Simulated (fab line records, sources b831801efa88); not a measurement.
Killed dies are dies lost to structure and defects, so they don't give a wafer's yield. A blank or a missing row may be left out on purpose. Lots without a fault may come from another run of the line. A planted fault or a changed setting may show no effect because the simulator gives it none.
fab line records | flow sky130
record lots=4 wafers=12 last_day=50
route steps=708 shown GATE_OXIDE@192 POLY_GATE@204 RES_PROTECT@207 PAD_OPEN@708
lots that met no fault: from a run of the same line without faults
start_h: hours from the record's first day to the start of the lot's first wafer shown | wait_h: hours since the lot's step before | " the same as in the row above | L1.1+2: a row that stands for several wafers | - no value, or no start given | * or withheld: withheld | < > ~ a bound
route shown NAME@n: a module of which the file shows steps, and the number in the route of the first | usual: mean/standard deviation of fault-free wafers | same: alike in all rows | chamber/n: place in a boat | sites: the reading at each site | _std_site: their standard deviation | _edge_site: outer sites' mean less inner sites' | radius_mm: how far each site lies from the wafer's centre | mask NAME#n: copy n | behind: the tool/chamber that last shaped the wafer | hold: why the lot was held/for how many hours/how that ended | device: the transistor (n, p or np) that didn't switch | end of line: the same wafers' tests at the end of the route | a step without rows: its recipe alone | killed: dies lost to structure and defects at the first sort, not the wafer's yield | map: a wafer's dies, x killed, . not, _ none there
set.NAME: the setting as run; set.NAME@STEP: as run at that earlier step | model.NAME: the simulator's own value behind a step, which no gauge read
lots at some steps of the route; a table a step, a row a wafer
services: from which hour (start_h, from the record's first day; less than 0 if before it) a tool's chamber was out of use, for how many hours, and why
## steps
# step SKY_GATE_OXIDE_COAT_05
# recipe resist=NOVOLAK spin_rpm=3000 resist_thk_nm=1140
# step SKY_GATE_OXIDE_SOFTBAKE_06
# recipe temp_c=91.04 time_s=60 resist=NOVOLAK
# step SKY_GATE_OXIDE_EXPOSE_07
# recipe mask_id=LVOM na=0.6 source_shape=conventional sigma_outer=0.6 polarization=unpolarized target_cd_nm=600 dose_mj=170
# step SKY_GATE_OXIDE_PEB_08
# recipe temp_c=withheld time_s=* resist=NOVOLAK
# step SKY_GATE_OXIDE_DEVELOP_09
# recipe resist=NOVOLAK developer=TMAH develop_time_s=60 dev_temp_c=23
# step SKY_GATE_OXIDE_IMPLANT_11
# recipe species=B energy_kev=10 dose_cm2=2.6e+12 tilt_deg=withheld
# step SKY_GATE_OXIDE_WET_ETCH_12
# recipe chemistry=dHF target_depth_nm=16.8 dry=n2_spin target=SiO2 dilution=100:1 temp_c=25 time_s=336
# step SKY_GATE_OXIDE_STRIP_13
# recipe chemistry=O2/N2 power_w=1400 pressure_mtorr=1500 platen_temp_c=withheld o2_flow_sccm=3000 n2_flow_sccm=300 overash_fraction=0.5
# step SKY_GATE_OXIDE_CLEAN_15
# recipe chemistry=SC1/SC2 mix=1:4:20 temp_c=70 time_s=150 dry=n2_spin
# step SKY_GATE_OXIDE_OXIDATION_16
# recipe temp_c=800 ambient=O2 idle_temp_c=700 ramp_up_c_per_min=10 ramp_down_c_per_min=3 stabilise_s=600 purge_s=300 target_thk_a=35.7 ox_time_s=1915
# step SKY_POLY_GATE_CVD_00
# recipe material=poly-Si target_thk_nm=180 temp_c=620 time_s=720 pressure_mtorr=200
# usual spike_tc_lower_C=620.4/1.5
# columns lot.wafer tool chamber start_h wait_h spike_tc_lower_C model.poly-Si_of_POLY_GATE_CVD_00.thk_nm
L990.2 lpcvd-01 1 355.17 0.0 622.6 121.1
L990.3 " 1 " " 625.3 120.9
L990.4 " 1 " " 620.7 120.5
L991.3 lpcvd-01 1 357.75 0.0 621.9 122.7
L991.5 " 1 " " 621.8 123.2
L991.6 " 1 " " 622.2 123.2
L102.2 lpcvd-01 0 485.67 0.0 619.2 176.4
L102.4 " 0 " " 619.2 178.2
L102.5 " 0 " " 619.3 178.8
L105.1 lpcvd-01 0 499.99 0.0 622.2 182.3
L105.3 " 0 " " 618.4 181.7
L105.4 " 0 " " 617.6 181.6
# step SKY_POLY_GATE_THK_MEAS_01
# recipe reads=poly-Si_of_POLY_GATE_CVD_00
# usual POLY_GATE_CVD_00_THK=179.6/2.1
# columns lot.wafer tool chamber start_h wait_h hold POLY_GATE_CVD_00_THK[nm]
L990.2 film_metro-04 - 356.38 0.0 await_dispo/0.2h/release 121.0
L990.3 " - " " await_dispo/0.2h/release 120.9
L990.4 " - " " await_dispo/0.2h/release 120.5
L990.2 film_metro-04 - 356.61 0.2 - 121.1
L990.3 " - " " - 120.8
L990.4 " - " " - 120.5
L991.3 film_metro-04 - 359.57 0.0 await_dispo/0.2h/release 122.8
L991.5 " - " " await_dispo/0.2h/release 123.2
L991.6 " - " " await_dispo/0.2h/release 123.3
L991.3 film_metro-04 - 359.79 0.2 - 122.7
L991.5 " - " " - 123.2
L991.6 " - " " - 123.3
L102.2 film_metro-03 - 487.48 0.0 - 176.5
L102.4 " - " " - 178.2
L102.5 " - " " - 178.9
L105.1 film_metro-04 - 501.19 0.0 - 182.4
L105.3 " - " " - 181.7
L105.4 " - " " - 181.6
# step SKY_RES_PROTECT_HMDS_01
# recipe prime_time_s=60 prime_temp_c=120
# step SKY_RES_PROTECT_COAT_02
# recipe resist=NOVOLAK spin_rpm=3000 resist_thk_nm=1140
# step SKY_RES_PROTECT_SOFTBAKE_03
# recipe temp_c=90 time_s=60 resist=NOVOLAK
# step SKY_RES_PROTECT_EXPOSE_04
# recipe mask_id=RPM na=0.6 source_shape=conventional sigma_outer=0.6 polarization=unpolarized target_cd_nm=1270 dose_mj=131
# step SKY_RES_PROTECT_PEB_05
# recipe temp_c=withheld time_s=* resist=NOVOLAK
# step SKY_RES_PROTECT_DEVELOP_06
# recipe resist=NOVOLAK developer=TMAH develop_time_s=60 dev_temp_c=23
# step SKY_POLY_GATE_IMPLANT_02
# recipe species=P energy_kev=30 dose_cm2=7.518e+15 tilt_deg=0
# step SKY_RES_PROTECT_STRIP_07
# recipe chemistry=O2/N2 power_w=1400 pressure_mtorr=1500 platen_temp_c=withheld o2_flow_sccm=3000 n2_flow_sccm=300 overash_fraction=0.5
# step SKY_RES_PROTECT_CLEAN_09
# recipe chemistry=SC1/SC2 mix=1:4:20 temp_c=70 time_s=150 dry=n2_spin
# columns lot.wafer tool chamber start_h wait_h model.poly-Si_of_POLY_GATE_CVD_00.thk_nm
L990.2 wet_bench-03 3 384.73 0.0 120.5
L990.3 " 3 " " 120.2
L990.4 " 3 " " 119.8
L991.3 wet_bench-04 2 388.55 0.0 122.1
L991.5 " 2 " " 122.5
L991.6 " 2 " " 122.6
L102.2 wet_bench-02 1 518.38 0.0 175.8
L102.4 " 1 " " 177.5
L102.5 " 1 " " 178.2
L105.1 wet_bench-02 2 532.68 0.1 181.6
L105.3 " 2 " " 181.1
L105.4 " 2 " " 181
# step SKY_POLY_GATE_CVD_03
# recipe material=Si3N4 precursor=DCS/NH3 target_thk_nm=75 temp_c=770 time_s=1290 pressure_mtorr=250
# step SKY_POLY_GATE_DEHYDRATE_05
# recipe temp_c=200 time_s=60
# step SKY_POLY_GATE_HMDS_06
# recipe prime_time_s=60 prime_temp_c=120
# step SKY_POLY_GATE_COAT_07
# recipe resist=BARC temp_c=withheld time_s=withheld spin_rpm=3000 resist_thk_nm=110
# step SKY_POLY_GATE_COAT_08
# recipe resist=KrF-thick spin_rpm=3000 resist_thk_nm=450
# step SKY_POLY_GATE_SOFTBAKE_09
# recipe temp_c=100 time_s=91.84 resist=KrF-thick
# step SKY_POLY_GATE_EXPOSE_10
# recipe mask_id=P1M na=0.68 source_shape=conventional sigma_outer=0.6 target_cd_nm=150 dose_mj=28
# step SKY_POLY_GATE_PEB_11
# recipe peb_temp_c=withheld peb_time_s=withheld resist=KrF-thick
# step SKY_POLY_GATE_DEVELOP_12
# recipe develop_time_s=60 resist=KrF-thick dev_temp_c=21
# step SKY_POLY_GATE_ETCH_15
# recipe chemistry=N2/H2 target=BARC ion_energy_ev=200 source_w=500 bias_w=100 pressure_mtorr=30 n2_flow_sccm=100 h2_flow_sccm=200 stop_on=SiO2 time_s=118.5 target_depth_a=1100
# step SKY_POLY_GATE_ETCH_16
# recipe stop_on=poly-Si chemistry=CH3F/O2 target=Si3N4 source_w=400 bias_w=80 pressure_mtorr=25 ch3f_flow_sccm=40 O2_flow_sccm=30 time_s=147.5 target_depth_a=750
# step SKY_POLY_GATE_ETCH_17
# recipe target_depth_nm=180 stop_on=SiO2 over_etch_frac=0.56667 chemistry=HBr/Cl2 target=poly-Si icp_w=400 bias_w=100 pressure_mtorr=10 HBr_flow_sccm=150 Cl2_flow_sccm=50 time_s=70.5
# usual HBr_flow_sccm=150.0/0.5 bias_w=100.1/0.31 drypump_motor_current_A=6.0/0.33 oes_product_au=0.984/0.0081 rf_fwd_power_W=396.3/1.5 throttle_valve_pct=33.684/0.0085
# same over_etch_frac=0.56667
# columns lot.wafer tool chamber start_h wait_h HBr_flow_sccm bias_w drypump_motor_current_A oes_product_au rf_fwd_power_W rf_hours_counter_h throttle_valve_pct model.etch.depth_nm model.POLY_GATE.feature_depth_nm
L990.2 rie_si-02 1 416.12 0.0 149.7 100.2 5.7 0.758 392.7 3 33.668 120.5 120.5
L990.3 " 2 " " 149.5 99.7 6.3 0.765 396.1 43 33.679 120.2 120.2
L990.4 " 3 " " 149.8 99.4 6.0 0.754 396.5 24 33.698 119.8 119.8
L991.3 rie_si-02 0 420.15 0.0 149.0 99.8 5.5 0.761 395.3 3 33.679 122.1 122.1
L991.5 " 1 " " 149.5 100.3 5.7 0.764 395.6 - 33.679 122.5 122.5
L991.6 " 0 " " 149.6 100.0 5.5 0.770 396.3 - 33.681 122.6 122.6
L102.2 rie_si-02 0 551.21 0.0 150.6 99.7 5.5 0.977 396.6 4 33.683 175.8 175.8
L102.4 " 1 " " 150.6 100.1 5.7 0.979 394.7 - 33.689 176.4 176.4
L102.5 " 0 " " 149.9 100.5 5.5 0.980 394.4 - 33.682 178.2 178.2
L105.1 rie_si-02 1 564.21 0.0 150.2 99.8 5.8 0.994 394.6 3 33.694 177 177
L105.3 " 0 " " 149.7 99.7 5.5 0.993 396.2 4 33.683 180.3 180.3
L105.4 " 1 " " 150.7 100.5 5.7 0.987 395.6 - 33.673 177.6 177.6
# step SKY_POLY_GATE_STRIP_18
# recipe chemistry=O2/N2 power_w=1400 pressure_mtorr=1500 platen_temp_c=withheld o2_flow_sccm=3000 n2_flow_sccm=300 overash_fraction=0.5
# step SKY_PAD_OPEN_PROBE_99
# usual killed_at_M0_to_M3=43/6.2 killed_at_M4_up=2.8/1.7 killed_at_contacts=24/4.8 killed_at_front_end=15/4.3 killed_at_other=0.3/0.55 killed_dies=85/8.4 killed_open=46/6.7 killed_short=38/6.2
# same gross_dies=492 killed_at_back_side=0
# columns lot.wafer tool chamber start_h wait_h killed_at_M0_to_M3 killed_at_M4_up killed_at_contacts killed_at_front_end killed_at_other killed_dies killed_open killed_short model.etest.res_xhigh_po.line_ohm_um model.etest.res_high_po.line_ohm_um model.etest.res_poly.line_ohm_um model.etest.res_xhigh_po.rs_ohm_sq model.etest.tip_sonos.rs_ohm_sq model.etest.res_high_po.rs_ohm_sq model.etest.res_pwde_under_gate.rs_ohm_sq model.etest.licon_high_po.rc_ohm
L990.2 prober-02 - 1102.19 0.1 38 2 18 17 3 78 42 36 5123 987.8 765 1794 2440 346 6182 324.9
L990.3 prober-02 - 1102.24 0.2 37 8 20 13 0 78 40 38 5199 995.4 731.6 1816 2478 351.4 6150 312
L990.4 prober-02 - 1102.29 0.2 53 5 20 19 0 97 53 44 5261 1016 743.8 1813 2432 354.5 6192 316.1
L991.3 prober-01 - 1107.59 0.2 42 2 23 16 0 83 52 31 4945 965.4 761.1 1697 2509 335.3 6200 302.1
L991.5 prober-01 - 1107.69 0.2 43 2 27 16 0 88 48 40 4994 976.1 745.4 1700 2561 334.6 6235 302.6
L991.6 prober-01 - 1107.74 0.2 43 3 30 7 0 83 44 38 4812 931.6 681.6 1672 2498 328.3 6243 301.5
L102.2 prober-02 - 1190.58 0.1 53 2 28 6 1 90 48 42 5452 744.4 523.7 1913 2775 261.2 6226 334.2
L102.4 prober-02 - 1190.68 0.2 48 7 25 14 1 95 43 52 5380 738.2 513.8 1912 2763 259.8 6178 346.7
L102.5 prober-02 - 1190.73 0.2 41 3 22 20 1 87 47 39 5441 732.4 498.2 1905 2751 257.4 6190 341
L105.1 prober-02 - 1195.87 0.1 47 2 15 15 1 80 39 41 5602 752.5 523 1978 2540 261 6211 347.8
L105.3 prober-02 - 1195.97 0.2 39 2 28 20 0 89 49 40 5721 749.9 520 1986 2560 263.1 6097 362.1
L105.4 prober-02 - 1196.02 0.2 37 5 23 16 0 81 38 42 5576 753.2 544.6 1938 2538 260.9 6199 364.9
# killed by level:class
L990.2 VIA2:geometric_particle:open=11 FIELD_ISO:geometric_particle:short=5 POLY_GATE:geometric_particle:open=5 CONTACT:geometric_particle:open=5 CONTACT:geometric_particle:short=4 METAL1:geometric_particle:short=4 METAL2:geometric_particle:short=4 FIELD_ISO:geometric_particle:open=3
L990.3 VIA1:geometric_particle:open=8 LI_CONTACT:geometric_particle:open=7 METAL4:geometric_particle:short=6 FIELD_ISO:geometric_particle:open=5 METAL1:geometric_particle:short=5 METAL2:geometric_particle:open=5 VIA2:geometric_particle:open=5 POLY_GATE:geometric_particle:short=4
L990.4 VIA2:geometric_particle:open=13 METAL2:geometric_particle:short=11 CONTACT:geometric_particle:open=10 VIA3:geometric_particle:open=7 FIELD_ISO:geometric_particle:open=6 VIA1:geometric_particle:open=6 FIELD_ISO:geometric_particle:short=5 METAL4:geometric_particle:short=5
L991.3 VIA2:geometric_particle:open=9 LI_CONTACT:geometric_particle:open=9 CONTACT:geometric_particle:open=7 VIA1:geometric_particle:open=7 VIA3:geometric_particle:open=6 FIELD_ISO:geometric_particle:open=4 VIA2:geometric_particle:short=4 METAL3:geometric_particle:short=4
L991.5 CONTACT:geometric_particle:open=12 VIA1:geometric_particle:open=11 METAL2:geometric_particle:short=9 POLY_GATE:geometric_particle:short=8 LI_CONTACT:geometric_particle:open=7 METAL1:geometric_particle:short=7 VIA2:geometric_particle:open=6 FIELD_ISO:geometric_particle:short=4
L991.6 CONTACT:geometric_particle:open=14 METAL2:geometric_particle:short=7 VIA1:geometric_particle:open=7 VIA2:geometric_particle:open=6 VIA1:geometric_particle:short=6 VIA3:geometric_particle:open=6 LI_CONTACT:geometric_particle:open=5 LOCAL_INTERCONNECT:geometric_particle:short=5
L102.2 VIA1:geometric_particle:open=12 CONTACT:geometric_particle:open=11 METAL1:geometric_particle:short=8 VIA3:geometric_particle:open=8 CONTACT:geometric_particle:short=6 LI_CONTACT:geometric_particle:open=6 METAL3:geometric_particle:short=5 LOCAL_INTERCONNECT:geometric_particle:short=4
L102.4 CONTACT:geometric_particle:open=9 METAL1:geometric_particle:short=8 VIA1:geometric_particle:open=8 CONTACT:geometric_particle:short=6 VIA1:geometric_particle:short=6 VIA3:geometric_particle:open=6 LI_CONTACT:geometric_particle:open=5 VIA2:geometric_particle:short=4
L102.5 LI_CONTACT:geometric_particle:open=9 VIA3:geometric_particle:open=9 VIA1:geometric_particle:open=7 FIELD_ISO:geometric_particle:short=5 POLY_GATE:geometric_particle:short=5 CONTACT:geometric_particle:open=5 METAL2:geometric_particle:short=4 METAL1:geometric_particle:short=4
L105.1 METAL1:geometric_particle:short=10 CONTACT:geometric_particle:open=9 VIA1:geometric_particle:open=8 METAL2:geometric_particle:short=8 FIELD_ISO:geometric_particle:short=4 LI_CONTACT:geometric_particle:open=4 VIA2:geometric_particle:open=4 VIA3:geometric_particle:short=4
L105.3 CONTACT:geometric_particle:open=9 FIELD_ISO:geometric_particle:short=7 POLY_GATE:geometric_particle:open=7 VIA1:geometric_particle:open=7 VIA3:geometric_particle:open=7 METAL1:geometric_particle:short=6 LOCAL_INTERCONNECT:geometric_particle:short=6 VIA1:geometric_particle:short=6
L105.4 CONTACT:geometric_particle:short=8 CONTACT:geometric_particle:open=7 VIA1:geometric_particle:open=7 VIA2:geometric_particle:open=6 VIA1:geometric_particle:short=5 METAL2:geometric_particle:short=5 FIELD_ISO:geometric_particle:short=4 VIA3:geometric_particle:open=4
## services
# columns tool chamber start_h hours kind
rie_si-02 2 365.54 2.9 repair
lpcvd-01 - 390.89 1.3 repair
rie_si-02 3 393.81 8.9 repair
rie_si-02 - 395.95 0.1 repair
wet_bench-02 - 441.50 51.4 repair
rie_si-02 - 521.61 4.3 pm
rie_si-02 2 549.15 - clean
rie_si-02 2 549.15 16.6 scheduled_down
rie_si-02 2 549.15 16.6 vent_cycle
## key
first_sign step=SKY_POLY_GATE_THK_MEAS_01 reading=visit direction=added
effect step=SKY_POLY_GATE_THK_MEAS_01 reading=POLY_GATE_CVD_00_THK direction=down sigmas=27 usual=179.6 struck=122.0
effect step=SKY_POLY_GATE_ETCH_17 reading=oes_product_au direction=down sigmas=28 usual=0.984 struck=0.762
model_effect step=SKY_POLY_GATE_CVD_00 value=poly-Si_of_POLY_GATE_CVD_00.thk_nm without=180.3 struck=121.9
model_effect step=SKY_RES_PROTECT_CLEAN_09 value=poly-Si_of_POLY_GATE_CVD_00.thk_nm without=179.7 struck=121.3
model_effect step=SKY_POLY_GATE_ETCH_17 value=etch.depth_nm without=177.2 struck=121.3
model_effect step=SKY_PAD_OPEN_PROBE_99 value=etest.res_xhigh_po.line_ohm_um without=5547 struck=5056
met_at SKY_POLY_GATE_CVD_00
struck_wafers L990.2,L990.3,L990.4,L991.3,L991.5,L991.6
tester_left_out L990,L991
fault kind=process_parameter_drift tool=lpcvd-01 chamber=- onset_h=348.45 steps=SKY_POLY_GATE_CVD_00 channel=target_thk_nm offset=-58.367 shape=step end_h=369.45 stated=180
# tester_left_out: of these lots the tester's yield and bins aren't shown, on N5 and GAA mostly nor the transistor test; their killed dies are dies lost to structure and defects alone, not to doping, threshold or leakage, so they don't give the yield
